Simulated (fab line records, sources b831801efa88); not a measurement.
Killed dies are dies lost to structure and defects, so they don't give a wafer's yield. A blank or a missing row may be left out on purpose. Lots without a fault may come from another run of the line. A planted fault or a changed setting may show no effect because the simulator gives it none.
fab line records | flow gf180mcu
record lots=5 wafers=15 last_day=34
route steps=602 shown V2@382 M3@409
lots that met no fault: from a run of the same line without faults
start_h: hours from the record's first day to the start of the lot's first wafer shown | wait_h: hours since the lot's step before | " the same as in the row above | L1.1+2: a row that stands for several wafers | - no value, or no start given | * or withheld: withheld | < > ~ a bound
route shown NAME@n: a module of which the file shows steps, and the number in the route of the first | usual: mean/standard deviation of fault-free wafers | same: alike in all rows | chamber/n: place in a boat | sites: the reading at each site | _std_site: their standard deviation | _edge_site: outer sites' mean less inner sites' | radius_mm: how far each site lies from the wafer's centre | mask NAME#n: copy n | behind: the tool/chamber that last shaped the wafer | hold: why the lot was held/for how many hours/how that ended | device: the transistor (n, p or np) that didn't switch | end of line: the same wafers' tests at the end of the route | a step without rows: its recipe alone | killed: dies lost to structure and defects at the first sort, not the wafer's yield | map: a wafer's dies, x killed, . not, _ none there
set.NAME: the setting as run; set.NAME@STEP: as run at that earlier step | model.NAME: the simulator's own value behind a step, which no gauge read
lots at some steps of the route; a table a step, a row a wafer
services: from which hour (start_h, from the record's first day; less than 0 if before it) a tool's chamber was out of use, for how many hours, and why
## steps
# step GF_V2_CVD_00
# recipe material=SiO2 target_thk_nm=600 sigma_open_frac=0.3 temp_c=400 time_s=100 sih4_flow_sccm=60 pressure_mtorr=6
# usual susceptor_temp_C=400.01/0.22
# columns lot.wafer tool chamber start_h wait_h susceptor_temp_C
L078.2 hdpcvd-01 2 480.19 0.0 399.49
L078.3 " 1 " " 399.85
L078.5 " 0 " " 399.90
L090.3 hdpcvd-02 0 580.69 0.0 399.95
L090.4 " 0 " " 400.38
L090.6 " 2 " " 400.21
L092.1 hdpcvd-02 1 590.53 0.0 399.98
L092.2 " 0 " " 399.70
L092.5 " 1 " " 400.01
L094.1 hdpcvd-02 2 608.81 0.0 400.07
L094.5 " 1 " " 400.27
L094.6 " 2 " " 399.91
L095.1 hdpcvd-01 2 617.13 0.0 399.78
L095.4 " 0 " " 400.10
L095.5 " 1 " " 400.34
# step GF_V2_THK_MEAS_01
# recipe reads=SiO2_of_V2_CVD_00
# usual V2_CVD_00_THK=604/7.1
# columns lot.wafer tool chamber start_h wait_h V2_CVD_00_THK[nm]
L078.2 film_metro-04 - 480.28 0.0 600
L078.3 " - " " 597
L078.5 " - " " 617
L090.3 film_metro-03 - 580.78 0.1 587
L090.4 " - " " 589
L090.6 " - " " 596
L092.1 film_metro-04 - 590.61 0.0 596
L092.2 " - " " 601
L092.5 " - " " 600
L094.1 film_metro-03 - 608.88 0.0 601
L094.5 " - " " 595
L094.6 " - " " 600
L095.1 film_metro-04 - 617.21 0.0 612
L095.4 " - " " 600
L095.5 " - " " 600
# step GF_V2_CVD_02
# recipe material=SiO2 target_thk_nm=850 precursor=TEOS temp_c=400 time_s=94.851 rf_w=600
# usual heater_power_w=601/71 susceptor_temp_C=400.04/0.23
# columns lot.wafer tool chamber start_h wait_h heater_power_w susceptor_temp_C
L078.2 pecvd-04 1 480.33 0.0 713 399.91
L078.3 " 2 " " 647 400.34
L078.5 " 2 " " 678 400.56
L090.3 pecvd-03 1 580.82 0.0 599 399.57
L090.4 " 2 " " 506 400.18
L090.6 " 1 " " 492 399.84
L092.1 pecvd-03 1 590.67 0.1 616 400.18
L092.2 " 0 " " 602 399.73
L092.5 " 1 " " 477 399.89
L094.1 pecvd-01 2 608.94 0.1 590 399.87
L094.5 " 0 " " 712 400.27
L094.6 " 1 " " 580 399.70
L095.1 pecvd-04 2 617.27 0.1 594 400.21
L095.4 " 1 " " 664 399.98
L095.5 " 2 " " 646 400.06
# step GF_V2_THK_MEAS_03
# recipe reads=SiO2_of_V2_CVD_02
# usual V2_CVD_02_THK=855/11
# columns lot.wafer tool chamber start_h wait_h V2_CVD_02_THK[nm]
L078.2 film_metro-03 - 480.40 0.0 858
L078.3 " - " " 852
L078.5 " - " " 862
L090.3 film_metro-04 - 580.91 0.1 850
L090.4 " - " " 860
L090.6 " - " " 859
L092.1 film_metro-01 - 590.74 0.0 849
L092.2 " - " " 839
L092.5 " - " " 866
L094.1 film_metro-04 - 609.01 0.0 851
L094.5 " - " " 875
L094.6 " - " " 883
L095.1 film_metro-04 - 617.34 0.0 833
L095.4 " - " " 858
L095.5 " - " " 850
# step GF_V2_CMP_04
# recipe material=SiO2 down_force_psi=4 platen_rpm=60 pad_velocity_m_s=0.94248
# usual motor_current_A=11.6/0.95 time_to_endpoint_s=80/5.8
# columns lot.wafer tool chamber start_h wait_h motor_current_A time_to_endpoint_s
L078.2 cmp-02 1 480.50 0.1 13.0 82
L078.3 " 3 " " 11.8 76
L078.5 " 1 " " 12.3 85
L090.3 cmp-02 0 581.01 0.1 11.9 77
L090.4 " 1 " " 12.5 80
L090.6 " 1 " " 12.5 82
L092.2 cmp-02 0 590.85 0.1 11.7 74
L092.1 " 1 " " 12.8 77
L092.5 " 0 " " 11.0 85
L094.1 cmp-01 0 609.12 0.1 11.4 84
L094.6 " 3 " " 9.7 86
L094.5 " 0 " " 11.5 89
L095.1 cmp-01 1 617.45 0.1 11.8 77
L095.4 " 3 " " 9.5 78
L095.5 " 1 " " 11.8 84
# step GF_V2_BOW_MEAS_05
# recipe mode=bow
# usual V2_BOW=97/8
# columns lot.wafer tool chamber start_h wait_h V2_BOW[um]
L078.2 film_metro-04 - 480.77 0.2 94
L078.3 " - " " 111
L078.5 " - " " 111
L090.3 film_metro-04 - 581.35 0.3 100
L090.4 " - " " 94
L090.6 " - " " 98
L092.1 film_metro-04 - 591.10 0.1 90
L092.2 " - " " 94
L092.5 " - " " 90
L094.1 film_metro-01 - 609.37 0.2 95
L094.5 " - " " 93
L094.6 " - " " 103
L095.1 film_metro-04 - 617.70 0.2 103
L095.4 " - " " 103
L095.5 " - " " 100
# step GF_V2_DEHYDRATE_06
# recipe temp_c=200 time_s=60
# columns lot.wafer tool chamber start_h wait_h
L078.2+3+5 litho_track-04 0 492.00 11.2
L090.3+4+6 litho_track-02 0 591.55 10.2
L092.1+2+5 litho_track-01 0 601.65 10.5
L094.1+5+6 litho_track-02 0 619.30 9.9
L095.1+4+5 litho_track-04 0 627.32 9.6
# step GF_V2_HMDS_07
# recipe prime_time_s=60 prime_temp_c=120
# columns lot.wafer tool chamber start_h wait_h
L078.2+3+5 litho_track-04 0 492.15 0.1
L090.3+4+6 litho_track-02 0 591.70 0.1
L092.1+2+5 litho_track-01 0 601.80 0.1
L094.1+5+6 litho_track-02 0 619.45 0.1
L095.1+4+5 litho_track-04 0 627.47 0.1
# step GF_V2_COAT_08
# recipe resist=BARC temp_c=withheld time_s=withheld spin_rpm=withheld resist_thk_nm=withheld
# columns lot.wafer tool chamber start_h wait_h
L078.2+3+5 litho_track-04 0 492.30 0.1
L090.3+4+6 litho_track-02 0 591.85 0.1
L092.1+2+5 litho_track-01 0 601.95 0.1
L094.1+5+6 litho_track-02 0 619.60 0.1
L095.1+4+5 litho_track-04 0 627.62 0.1
# step GF_V2_COAT_09
# recipe resist=KrF spin_rpm=withheld resist_thk_nm=1000
# columns lot.wafer tool chamber start_h wait_h
L078.2+3+5 litho_track-04 0 - -
L090.3+4+6 litho_track-02 0 - -
L092.1+2+5 litho_track-01 0 - -
L094.1+5+6 litho_track-02 0 - -
L095.1+4+5 litho_track-04 0 - -
# step GF_V2_SOFTBAKE_10
# recipe temp_c=130 time_s=60 resist=KrF
# columns lot.wafer tool chamber start_h wait_h
L078.2+3+5 litho_track-04 0 - -
L090.3+4+6 litho_track-02 0 - -
L092.1+2+5 litho_track-01 0 - -
L094.1+5+6 litho_track-02 0 - -
L095.1+4+5 litho_track-04 0 - -
# step GF_V2_EXPOSE_11
# recipe mask_id=Via2 target_cd_nm=260 na=0.68 source_shape=conventional sigma_outer=0.6 dose_mj=38
# columns lot.wafer tool chamber start_h wait_h mask
L078.2+3+5 krf_scanner-02 0 - - Via2#0
L090.3+4+6 krf_scanner-02 0 - - Via2#0
L092.1+2+5 krf_scanner-02 0 - - Via2#0
L094.1+5+6 krf_scanner-02 0 - - Via2#0
L095.1+4+5 krf_scanner-01 0 - - Via2#0
# step GF_V2_PEB_12
# recipe peb_temp_c=135 peb_time_s=90 resist=KrF
# columns lot.wafer tool chamber start_h wait_h
L078.2+3+5 litho_track-01 0 - -
L090.3+4+6 litho_track-04 0 - -
L092.1+2+5 litho_track-02 0 - -
L094.1+5+6 litho_track-04 0 - -
L095.1+4+5 litho_track-01 0 - -
# step GF_V2_DEVELOP_13
# recipe develop_time_s=60 resist=KrF dev_temp_c=21
# usual developer_temp_C=21.01/0.11
# columns lot.wafer tool chamber start_h wait_h developer_temp_C
L078.2 litho_track-01 0 504.18 0.2 21.07
L078.3 " 0 " " 21.10
L078.5 " 0 " " 20.94
L090.3 litho_track-04 0 602.82 0.1 20.83
L090.4 " 0 " " 20.89
L090.6 " 0 " " 21.01
L092.1 litho_track-02 0 612.50 0.2 21.05
L092.2 " 0 " " 20.93
L092.5 " 0 " " 21.00
L094.1 litho_track-04 0 630.02 0.2 21.04
L094.5 " 0 " " 21.08
L094.6 " 0 " " 20.95
L095.1 litho_track-01 0 638.05 0.2 21.16
L095.4 " 0 " " 21.18
L095.5 " 0 " " 21.07
# step GF_V2_CD_MEAS_14
# recipe target_cd_nm=260
# usual cd_nm=260.2/1.3
# columns lot.wafer tool chamber start_h wait_h cd_nm
L078.2 cd_sem-02 - 504.32 0.1 259.3
L078.3 " - " " 260.8
L078.5 " - " " 259.4
L090.3 cd_sem-02 - 602.96 0.1 260.7
L090.4 " - " " 260.7
L090.6 " - " " 261.5
L092.1 cd_sem-01 - 612.65 0.1 261.4
L092.2 " - " " 262.1
L092.5 " - " " 261.1
L094.1 cd_sem-02 - 630.17 0.1 257.2
L094.5 " - " " 258.4
L094.6 " - " " 256.7
L095.1 cd_sem-02 - 638.20 0.1 258.8
L095.4 " - " " 257.6
L095.5 " - " " 258.2
# step GF_V2_OVL_MEAS_15
# usual V2_OVL=-5/5
# columns lot.wafer tool chamber start_h wait_h V2_OVL[nm]
L078.2 overlay-02 - 504.43 0.1 -4
L078.3 " - " " -9
L078.5 " - " " -9
L090.3 overlay-02 - 603.05 0.1 -2
L090.4 " - " " -5
L090.6 " - " " -4
L092.1 overlay-02 - 612.77 0.1 -7
L092.2 " - " " 2
L092.5 " - " " 1
L094.1 overlay-01 - 630.29 0.1 0
L094.5 " - " " -9
L094.6 " - " " -6
L095.1 overlay-01 - 638.32 0.1 1
L095.4 " - " " 0
L095.5 " - " " -3
# step GF_V2_ETCH_16
# recipe chemistry=N2/H2 target_depth_a=withheld overetch_a=withheld time_s=withheld target=BARC ion_energy_ev=200 source_w=500 bias_w=100 pressure_mtorr=30 n2_flow_sccm=100 h2_flow_sccm=200
# usual drypump_motor_current_A=5.9/0.46 oes_product_au=0.855/0.0048 throttle_valve_pct=13.223/0.0091
# columns lot.wafer tool chamber start_h wait_h drypump_motor_current_A oes_product_au throttle_valve_pct
L078.2 rie_diel-02 3 504.46 0.0 6.0 0.854 13.239
L078.3 " 0 " " 6.1 0.854 13.238
L078.5 " 0 " " 6.1 0.857 13.206
L090.3 rie_diel-01 1 603.08 0.0 6.3 0.856 13.241
L090.4 " 1 " " 6.3 0.864 13.212
L090.6 " 3 " " 5.0 0.856 13.235
L092.1 rie_diel-01 3 612.81 0.0 5.0 0.859 13.210
L092.2 " 1 " " 6.3 0.855 13.238
L092.5 " 2 " " 6.6 0.853 13.221
L094.1 rie_diel-03 0 630.33 0.0 5.3 0.855 13.225
L094.5 " 1 " " 6.4 0.859 13.220
L094.6 " 0 " " 5.3 0.855 13.223
L095.1 rie_diel-03 2 638.36 0.0 5.9 0.854 13.206
L095.4 " 0 " " 5.3 0.853 13.237
L095.5 " 2 " " 5.9 0.855 13.220
# step GF_V2_ETCH_17
# recipe chemistry=C4F8/O2/Ar mask_material=KrF target=SiO2 stop_on=TiN source_w=1500 bias_w=1200 pressure_mtorr=40 c4f8_flow_sccm=withheld O2_flow_sccm=6 Ar_flow_sccm=300 time_s=withheld target_depth_a=6300
# usual oes_product_au=0.856/0.0047
# columns lot.wafer tool chamber start_h wait_h oes_product_au
L078.2 rie_diel-02 3 - - 0.850
L078.3 " 0 " " 0.851
L078.5 " 0 " " 0.864
L090.3 rie_diel-01 1 - - 0.858
L090.4 " 1 " " 0.856
L090.6 " 3 " " 0.862
L092.1 rie_diel-01 3 - - 0.859
L092.2 " 1 " " 0.863
L092.5 " 2 " " 0.853
L094.1 rie_diel-03 0 - - 0.851
L094.5 " 1 " " 0.850
L094.6 " 0 " " 0.855
L095.1 rie_diel-03 2 - - 0.852
L095.4 " 0 " " 0.855
L095.5 " 2 " " 0.863
# step GF_V2_STRIP_18
# recipe chemistry=O2/N2 power_w=1400 pressure_mtorr=1500 platen_temp_c=250 o2_flow_sccm=3000 n2_flow_sccm=300 overash_fraction=0.5
# usual drypump_motor_current_A=5.8/0.69 heater_power_w=336/20 oes_product_au=0.592/0.005
# columns lot.wafer tool chamber start_h wait_h drypump_motor_current_A heater_power_w oes_product_au rf_hours_counter_h
L078.2 plasma_asher-02 0 504.59 - 5.2 353 0.593 89
L078.3 " 1 " " 6.6 339 0.592 -
L078.5 " 1 " " 6.7 332 0.590 -
L090.3 plasma_asher-04 1 603.24 - 5.7 297 0.589 -
L090.4 " 0 " " 4.7 335 0.600 -
L090.6 " 1 " " 5.7 295 0.587 -
L092.1 plasma_asher-03 1 612.94 - 6.4 372 0.585 82
L092.2 " 0 " " 5.7 343 0.600 82
L092.5 " 1 " " 6.4 362 0.596 -
L094.1 plasma_asher-04 1 630.46 - 5.7 297 0.593 52
L094.5 " 0 " " 4.7 331 0.588 -
L094.6 " 1 " " 5.7 289 0.604 -
L095.1 plasma_asher-04 0 638.49 - 4.7 336 0.592 53
L095.4 " 1 " " 5.8 291 0.593 -
L095.5 " 0 " " 4.7 329 0.588 -
# step GF_V2_STRIP_19
# recipe chemistry=post_etch_residue_remover time_s=1200 temp_c=72.5
# columns lot.wafer tool chamber start_h wait_h
L078.2+3+5 wet_bench-03 1 504.69 0.1
L090.3+4+6 wet_bench-03 1 603.31 0.0
L092.1+2+5 wet_bench-04 1 613.04 0.1
L094.1+5+6 wet_bench-03 0 630.56 0.1
L095.1+4+5 wet_bench-02 2 638.59 0.1
# step GF_V2_CLEAN_20
# recipe chemistry=DIW dry=n2_spin
# columns lot.wafer tool chamber start_h wait_h
L078.2+3+5 wet_bench-04 1 505.03 0.0
L090.3+4+6 wet_bench-02 2 603.65 0.0
L092.1+2+5 wet_bench-02 0 613.38 0.0
L094.1+5+6 wet_bench-02 2 630.90 0.0
L095.1+4+5 wet_bench-04 3 639.27 0.0
# step GF_V2_SPUTTER_21
# recipe material=Ti target_thk_nm=15 chamber_pressure_pa=5 power_w=2500 substrate_temp_c=200 time_s=80.02
# usual throttle_valve_pct=30.3/1.1
# columns lot.wafer tool chamber start_h wait_h throttle_valve_pct
L078.2 pvd_sputter-02 - 505.12 0.0 28.2
L078.3 " - " " 31.0
L078.5 " - " " 28.0
L090.3 pvd_sputter-02 - 603.74 0.0 27.6
L090.4 " - " " 29.3
L090.6 " - " " 30.1
L092.1 pvd_sputter-03 - 613.47 0.0 31.4
L092.2 " - " " 31.0
L092.5 " - " " 30.8
L094.1 pvd_sputter-03 - 630.99 0.0 30.1
L094.5 " - " " 31.4
L094.6 " - " " 30.8
L095.1 pvd_sputter-04 - 639.37 0.0 31.4
L095.4 " - " " 31.2
L095.5 " - " " 30.3
# step GF_V2_SPUTTER_22
# recipe material=TiN target_thk_nm=10 chamber_pressure_pa=5 power_w=4000 time_s=40
# usual throttle_valve_pct=30.3/1.1
# columns lot.wafer tool chamber start_h wait_h throttle_valve_pct
L078.2 pvd_sputter-02 - 505.18 0.0 28.0
L078.3 " - " " 30.9
L078.5 " - " " 27.9
L090.3 pvd_sputter-02 - 603.80 0.0 28.0
L090.4 " - " " 29.3
L090.6 " - " " 30.6
L092.1 pvd_sputter-03 - 613.53 0.0 31.6
L092.2 " - " " 31.0
L092.5 " - " " 30.7
L094.1 pvd_sputter-03 - 631.05 0.0 30.5
L094.5 " - " " 31.4
L094.6 " - " " 31.1
L095.1 pvd_sputter-04 - 639.43 0.0 31.0
L095.4 " - " " 31.6
L095.5 " - " " 29.9
# step GF_V2_CVD_23
# recipe material=W target_thk_nm=350 time_s=104.94 temp_c=400 pressure_torr=40
# usual heater_power_w=923/64 susceptor_temp_C=400.02/0.22
# columns lot.wafer tool chamber start_h wait_h heater_power_w susceptor_temp_C
L078.2 cvd_w-01 0 505.22 0.0 983 400.09
L078.3 " 0 " " 1001 400.15
L078.5 " 1 " " 872 400.14
L090.3 cvd_w-02 1 603.88 0.1 958 399.63
L090.4 " 0 " " 886 400.03
L090.6 " 1 " " 957 399.97
L092.1 cvd_w-02 0 613.57 0.0 895 400.06
L092.2 " 1 " " 984 399.61
L092.5 " 0 " " 901 400.07
L094.1 cvd_w-02 0 631.09 0.0 910 400.00
L094.5 " 1 " " 928 399.69
L094.6 " 0 " " 885 400.09
L095.1 cvd_w-02 0 639.47 0.0 889 400.03
L095.4 " 0 " " 885 400.13
L095.5 " 0 " " 896 400.13
# step GF_V2_RS_MEAS_24
# recipe thk_meas_gauge=four-point-probe reads=W_of_V2_CVD_23+TiN_of_V2_SPUTTER_22+Ti_of_V2_SPUTTER_21
# usual V2_W_RS=0.327/0.007
# columns lot.wafer tool chamber start_h wait_h V2_W_RS[ohm/sq]
L078.2 film_metro-01 - 505.36 0.1 0.333
L078.3 " - " " 0.332
L078.5 " - " " 0.329
L090.3 film_metro-04 - 603.99 0.1 0.334
L090.4 " - " " 0.321
L090.6 " - " " 0.333
L092.1 film_metro-03 - 613.68 0.1 0.319
L092.2 " - " " 0.331
L092.5 " - " " 0.317
L094.1 film_metro-04 - 631.20 0.1 0.314
L094.5 " - " " 0.327
L094.6 " - " " 0.318
L095.1 film_metro-03 - 639.58 0.1 0.316
L095.4 " - " " 0.315
L095.5 " - " " 0.314
# step GF_V2_THK_MEAS_25
# recipe thk_meas_gauge=xrf reads=W_of_V2_CVD_23
# usual V2_W_THK=361/9.1
# columns lot.wafer tool chamber start_h wait_h V2_W_THK[nm]
L078.2 film_metro-01 - 505.47 0.1 356
L078.3 " - " " 357
L078.5 " - " " 359
L090.3 film_metro-04 - 604.09 0.1 351
L090.4 " - " " 367
L090.6 " - " " 354
L092.1 film_metro-03 - 613.80 0.1 372
L092.2 " - " " 361
L092.5 " - " " 378
L094.1 film_metro-04 - 631.32 0.1 370
L094.5 " - " " 359
L094.6 " - " " 368
L095.1 film_metro-03 - 639.70 0.1 370
L095.4 " - " " 371
L095.5 " - " " 370
# step GF_V2_CMP_26
# recipe stop_on=SiO2 down_force_psi=3.5 platen_rpm=60 t_overpolish_s=15 target_thk_nm=0 pad_velocity_m_s=0.94248
# usual motor_current_A=10.7/0.83 overpolish_run_s=15.000/0.0099 time_to_endpoint_s=84/4.3
# columns lot.wafer tool chamber start_h wait_h motor_current_A overpolish_run_s time_to_endpoint_s
L078.2 cmp-02 1 505.72 0.2 11.8 14.975 81
L078.3 " 2 " " 10.7 15.017 85
L078.5 " 1 " " 11.4 15.010 86
L090.4 cmp-02 1 604.13 0.0 11.7 14.991 88
L090.3 " 3 " " 11.2 14.997 78
L090.6 " 1 " " 11.3 14.983 84
L092.1 cmp-01 0 613.86 0.1 10.1 15.005 86
L092.2 " 1 " " 10.9 14.982 85
L092.5 " 0 " " 9.4 14.989 85
L094.1 cmp-01 2 631.43 0.1 11.8 14.976 85
L094.6 " 1 " " 10.4 15.003 86
L094.5 " 2 " " 11.3 14.986 80
L095.4 cmp-01 2 639.81 0.1 12.0 15.020 87
L095.1 " 0 " " 10.3 14.985 90
L095.5 " 2 " " 11.1 14.994 85
# step GF_M3_SPUTTER_00
# recipe material=Ti target_thk_nm=37.5 arriving_ion_energy_ev=80 substrate_temp_c=200 chamber_pressure_pa=2 power_w=4000 time_s=150
# usual throttle_valve_pct=29.8/1.2
# columns lot.wafer tool chamber start_h wait_h throttle_valve_pct
L078.2 pvd_sputter-04 - 505.97 0.2 31.0
L078.3 " - " " 30.5
L078.5 " - " " 31.3
L090.3 pvd_sputter-04 - 604.43 0.1 31.3
L090.4 " - " " 30.2
L090.6 " - " " 30.6
L092.1 pvd_sputter-01 - 614.16 0.2 29.6
L092.2 " - " " 27.4
L092.5 " - " " 28.9
L094.1 pvd_sputter-02 - 631.68 0.2 30.0
L094.5 " - " " 29.5
L094.6 " - " " 30.5
L095.1 pvd_sputter-02 - 640.06 0.1 30.4
L095.4 " - " " 30.3
L095.5 " - " " 30.9
# step GF_M3_SPUTTER_01
# recipe material=TiN target_thk_nm=30 power_w=6500 time_s=25 chamber_pressure_pa=0.4
# usual throttle_valve_pct=29.8/1.2
# columns lot.wafer tool chamber start_h wait_h throttle_valve_pct
L078.2 pvd_sputter-04 - 506.07 0.1 31.5
L078.3 " - " " 30.6
L078.5 " - " " 31.2
L090.3 pvd_sputter-04 - 604.53 0.1 31.3
L090.4 " - " " 30.4
L090.6 " - " " 30.8
L092.1 pvd_sputter-01 - 614.26 0.1 29.6
L092.2 " - " " 27.6
L092.5 " - " " 29.1
L094.1 pvd_sputter-02 - 631.78 0.1 30.6
L094.5 " - " " 29.4
L094.6 " - " " 30.5
L095.1 pvd_sputter-02 - 640.16 0.1 30.4
L095.4 " - " " 30.5
L095.5 " - " " 31.2
# step GF_M3_SPUTTER_02
# recipe material=AlCu target_thk_nm=450 power_w=10600 time_s=23.9 chamber_pressure_pa=0.4
# usual throttle_valve_pct=29.8/1.2
# columns lot.wafer tool chamber start_h wait_h throttle_valve_pct
L078.2 pvd_sputter-04 - 506.10 0.0 31.2
L078.3 " - " " 30.6
L078.5 " - " " 31.3
L090.3 pvd_sputter-04 - 604.56 0.0 31.2
L090.4 " - " " 30.4
L090.6 " - " " 30.7
L092.1 pvd_sputter-01 - 614.29 0.0 29.9
L092.2 " - " " 27.7
L092.5 " - " " 29.5
L094.1 pvd_sputter-02 - 631.81 0.0 30.4
L094.5 " - " " 29.5
L094.6 " - " " 30.2
L095.1 pvd_sputter-02 - 640.19 0.0 30.7
L095.4 " - " " 30.4
L095.5 " - " " 30.7
# step GF_M3_SPUTTER_03
# recipe material=Ti target_thk_nm=10 substrate_temp_c=300 chamber_pressure_pa=0.3 power_w=3000 time_s=6.7
# usual throttle_valve_pct=29.8/1.2
# columns lot.wafer tool chamber start_h wait_h throttle_valve_pct
L078.2 pvd_sputter-04 - 506.13 0.0 31.2
L078.3 " - " " 30.6
L078.5 " - " " 31.1
L090.3 pvd_sputter-04 - 604.59 0.0 31.4
L090.4 " - " " 30.4
L090.6 " - " " 30.9
L092.1 pvd_sputter-01 - 614.32 0.0 29.5
L092.2 " - " " 27.6
L092.5 " - " " 29.1
L094.1 pvd_sputter-02 - 631.84 0.0 30.3
L094.5 " - " " 29.2
L094.6 " - " " 30.4
L095.1 pvd_sputter-02 - 640.22 0.0 30.3
L095.4 " - " " 30.3
L095.5 " - " " 31.0
# step GF_M3_SPUTTER_04
# recipe material=TiN target_thk_nm=50 power_w=6500 time_s=41.7 chamber_pressure_pa=0.4
# usual throttle_valve_pct=29.8/1.2
# columns lot.wafer tool chamber start_h wait_h throttle_valve_pct
L078.2 pvd_sputter-04 - 506.15 0.0 31.1
L078.3 " - " " 30.8
L078.5 " - " " 31.1
L090.3 pvd_sputter-04 - 604.61 0.0 31.1
L090.4 " - " " 30.6
L090.6 " - " " 30.6
L092.1 pvd_sputter-01 - 614.34 0.0 30.0
L092.2 " - " " 27.4
L092.5 " - " " 29.3
L094.1 pvd_sputter-02 - 631.86 0.0 30.3
L094.5 " - " " 29.4
L094.6 " - " " 30.7
L095.1 pvd_sputter-02 - 640.24 0.0 30.4
L095.4 " - " " 30.3
L095.5 " - " " 30.9
# step GF_M3_RS_MEAS_05
# recipe thk_meas_gauge=four-point-probe reads=TiN_of_M3_SPUTTER_04+Ti_of_M3_SPUTTER_03+AlCu_of_M3_SPUTTER_02+TiN_of_M3_SPUTTER_01+Ti_of_M3_SPUTTER_00
# usual M3_ALCU_RS=0.0698/0.001
# columns lot.wafer tool chamber start_h wait_h M3_ALCU_RS[ohm/sq]
L078.2 film_metro-02 - 506.21 0.0 0.0695
L078.3 " - " " 0.0712
L078.5 " - " " 0.0694
L090.3 film_metro-02 - 604.69 0.1 0.0712
L090.4 " - " " 0.0702
L090.6 " - " " 0.0714
L092.1 film_metro-03 - 614.38 0.0 0.0677
L092.2 " - " " 0.0682
L092.5 " - " " 0.0684
L094.1 film_metro-03 - 631.97 0.1 0.0701
L094.5 " - " " 0.0691
L094.6 " - " " 0.0699
L095.1 film_metro-02 - 640.28 0.0 0.0704
L095.4 " - " " 0.0702
L095.5 " - " " 0.0693
# step GF_M3_THK_MEAS_06
# recipe thk_meas_gauge=xrf reads=AlCu_of_M3_SPUTTER_02
# usual M3_ALCU_THK=440/6.5
# columns lot.wafer tool chamber start_h wait_h M3_ALCU_THK[nm]
L078.2 film_metro-02 - 506.32 0.1 443
L078.3 " - " " 430
L078.5 " - " " 442
L090.3 film_metro-02 - 604.79 0.1 434
L090.4 " - " " 440
L090.6 " - " " 434
L092.1 film_metro-03 - 614.50 0.1 453
L092.2 " - " " 447
L092.5 " - " " 447
L094.1 film_metro-03 - 632.09 0.1 439
L094.5 " - " " 447
L094.6 " - " " 439
L095.1 film_metro-02 - 640.40 0.1 437
L095.4 " - " " 437
L095.5 " - " " 446
# step GF_M3_DEHYDRATE_07
# recipe temp_c=200 time_s=60
# columns lot.wafer tool chamber start_h wait_h
L078.2+3+5 litho_track-01 0 517.38 11.0
L090.3+4+6 litho_track-03 0 614.31 9.5
L092.1+2+5 litho_track-03 0 623.91 9.4
L094.1+5+6 litho_track-01 0 641.60 9.5
L095.1+4+5 litho_track-02 0 649.55 9.1
# step GF_M3_HMDS_08
# recipe prime_time_s=60 prime_temp_c=120
# columns lot.wafer tool chamber start_h wait_h
L078.2+3+5 litho_track-01 0 517.53 0.1
L090.3+4+6 litho_track-03 0 614.46 0.1
L092.1+2+5 litho_track-03 0 624.06 0.1
L094.1+5+6 litho_track-01 0 641.75 0.1
L095.1+4+5 litho_track-02 0 649.70 0.1
# step GF_M3_COAT_09
# recipe resist=KrF spin_rpm=withheld resist_thk_nm=1000
# columns lot.wafer tool chamber start_h wait_h
L078.2+3+5 litho_track-01 0 517.68 0.1
L090.3+4+6 litho_track-03 0 614.61 0.1
L092.1+2+5 litho_track-03 0 624.21 0.1
L094.1+5+6 litho_track-01 0 641.90 0.1
L095.1+4+5 litho_track-02 0 649.85 0.1
# step GF_M3_SOFTBAKE_10
# recipe temp_c=130 time_s=60 resist=KrF
# columns lot.wafer tool chamber start_h wait_h
L078.2+3+5 litho_track-01 0 517.83 0.1
L090.3+4+6 litho_track-03 0 614.76 0.1
L092.1+2+5 litho_track-03 0 624.36 0.1
L094.1+5+6 litho_track-01 0 642.05 0.1
L095.1+4+5 litho_track-02 0 650.00 0.1
# step GF_M3_EXPOSE_11
# recipe mask_id=Metal3 target_cd_nm=280 na=0.68 source_shape=conventional sigma_outer=0.6 dose_mj=28
# columns lot.wafer tool chamber start_h wait_h mask
L078.2+3+5 krf_scanner-01 0 - - Metal3#0
L090.3+4+6 krf_scanner-02 0 - - Metal3#0
L092.1+2+5 krf_scanner-01 0 - - Metal3#0
L094.1+5+6 krf_scanner-02 0 - - Metal3#0
L095.1+4+5 krf_scanner-01 0 - - Metal3#0
# step GF_M3_PEB_12
# recipe peb_temp_c=135 peb_time_s=90 resist=KrF
# columns lot.wafer tool chamber start_h wait_h
L078.2+3+5 litho_track-02 0 - -
L090.3+4+6 litho_track-02 0 - -
L092.1+2+5 litho_track-01 0 - -
L094.1+5+6 litho_track-01 0 - -
L095.1+4+5 litho_track-03 0 - -
# step GF_M3_DEVELOP_13
# recipe develop_time_s=60 dev_temp_c=21
# usual developer_temp_C=20.98/0.11
# columns lot.wafer tool chamber start_h wait_h developer_temp_C
L078.2 litho_track-02 0 529.23 0.2 20.91
L078.3 " 0 " " 20.96
L078.5 " 0 " " 20.89
L090.3 litho_track-02 0 625.05 0.1 20.96
L090.4 " 0 " " 21.00
L090.6 " 0 " " 20.88
L092.1 litho_track-01 0 634.00 0.2 20.97
L092.2 " 0 " " 21.01
L092.5 " 0 " " 21.02
L094.1 litho_track-01 0 652.05 0.2 21.12
L094.5 " 0 " " 21.18
L094.6 " 0 " " 21.24
L095.1 litho_track-03 0 659.51 0.2 21.03
L095.4 " 0 " " 20.96
L095.5 " 0 " " 21.07
## services
# columns tool chamber start_h hours kind
krf_scanner-02 - 462.34 4.4 pm
rie_diel-03 1 463.27 8.2 repair
pvd_sputter-03 - 465.34 0.6 repair
cmp-02 - 471.98 4.3 repair
pvd_sputter-02 - 485.60 6.9 repair
cmp-02 - 486.45 1.2 repair
cmp-01 - 486.48 2.0 repair
cmp-02 - 491.83 0.3 repair
cmp-01 - 492.67 2.8 pm
cmp-01 - 503.89 5.0 repair
krf_scanner-02 - 524.25 0.8 pm
cmp-02 - 542.96 3.7 pm
cmp-01 - 545.41 1.3 repair
cmp-01 - 549.22 2.5 repair
cmp-01 - 549.28 2.6 repair
krf_scanner-02 - 567.55 1.0 pm
cmp-01 - 572.07 4.0 pm
krf_scanner-02 - 574.66 0.8 pm
cmp-02 - 576.07 3.0 pm
krf_scanner-02 - 577.76 1.8 repair
pvd_sputter-01 - 579.95 3.7 repair
krf_scanner-02 - 584.52 1.3 pm
krf_scanner-02 - 605.24 4.1 repair
cmp-01 - 656.03 2.9 repair
## key
fault none
